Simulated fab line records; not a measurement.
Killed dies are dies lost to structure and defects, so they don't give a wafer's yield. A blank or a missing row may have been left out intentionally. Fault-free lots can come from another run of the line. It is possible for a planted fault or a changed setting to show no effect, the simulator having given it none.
The tool behind it: which one? ; flow sky130 ; 11 lots, 33 wafers sampled, at 3 steps of a route of 708

WHAT THE GAUGES SHOWED, per wafer
SKY_METAL4_OVL_MEAS_14.
lot;measured;on;METAL4_OVL (nm)
L737;day 41 16:13;overlay-01;1 -2 1
L738;day 41 17:17;overlay-02;-6 -1 -5
L739;day 42 05:14;overlay-01;-14 -11 -10
L740;day 42 11:44;overlay-02;-2 6 1
L741;day 42 14:16;overlay-01;-6 -9 -7
L748;day 45 02:02;overlay-01;-4 0 -9
L749;day 45 09:29;overlay-02;1 1 -7
L750;day 45 09:51;overlay-01;-9 -7 -5
L758;day 47 06:38;overlay-02;-4 1 -6
L759;day 47 09:53;overlay-01;-6 -3 -8
L760;day 47 21:49;overlay-02;-9 1 2

EACH LOT AND THE TOOL THAT RAN IT (in order: tool; ch and the chambers of the sampled wafers; start)
lot;SKY_POLY_GATE_CVD_03;SKY_CAP2M_METAL_ETCH_13
L737;lpcvd-02 ch 1, day 15 00:39;rie-metal-01 ch 1, day 40 16:16
L738;lpcvd-02 ch 1, day 15 06:40;rie-metal-02 ch 0,1, day 40 16:37
L739;lpcvd-02 ch 1, day 15 19:10;rie-metal-01 ch 0,1, day 41 05:39
L740;lpcvd-02 ch 1, day 16 03:47;rie-metal-04 ch 0,1, day 41 11:45
L741;lpcvd-02 ch 0, day 16 06:11;rie-metal-01 ch 0, day 41 13:51
L748;lpcvd-02 ch 1, day 19 09:44;rie-metal-01 ch 0,1, day 44 03:07
L749;lpcvd-02 ch 1, day 19 17:57;rie-metal-01 ch 0,1, day 44 10:30
L750;lpcvd-02 ch 1, day 19 23:22;rie-metal-02 ch 0,1, day 44 10:52
L758;lpcvd-02 ch 1, day 22 17:55;rie-metal-04 ch 0,1, day 46 10:26
L759;lpcvd-02 ch 1, day 22 22:22;rie-metal-01 ch 0,1, day 46 12:56
L760;lpcvd-02 ch 0, day 23 09:44;rie-metal-01 ch 0,1, day 47 00:53
- SKY_POLY_GATE_CVD_03: deposits Si3N4 from DCS/NH3, target thk 75 nm, time 1290 s.
- SKY_CAP2M_METAL_ETCH_13: etches TiN in Cl2/BCl3, stops on SiO2, target depth 220 nm, time 62.9 s.

THE ANSWER, worked out from the rows above alone
Rule: the lots themselves supply what counts as usual. The widest of any qualifying gaps counts: lots, ordered by their means at a reading, are off when they make up no more than a third of the lots, leave a main group of 4 or more, and stand apart from it by 3 or more times the standard deviation of that group's means. A main group is skipped when, at the precision printed for the reading in the tables above, its means are all equal. Also off: a lot with no number at a reading for which 4 or more lots have one. Any other lot the step has rows for is counted as sound.
None of the lots is off at any reading shown; this tells nothing.

WHAT THE SIMULATOR HAD INSERTED
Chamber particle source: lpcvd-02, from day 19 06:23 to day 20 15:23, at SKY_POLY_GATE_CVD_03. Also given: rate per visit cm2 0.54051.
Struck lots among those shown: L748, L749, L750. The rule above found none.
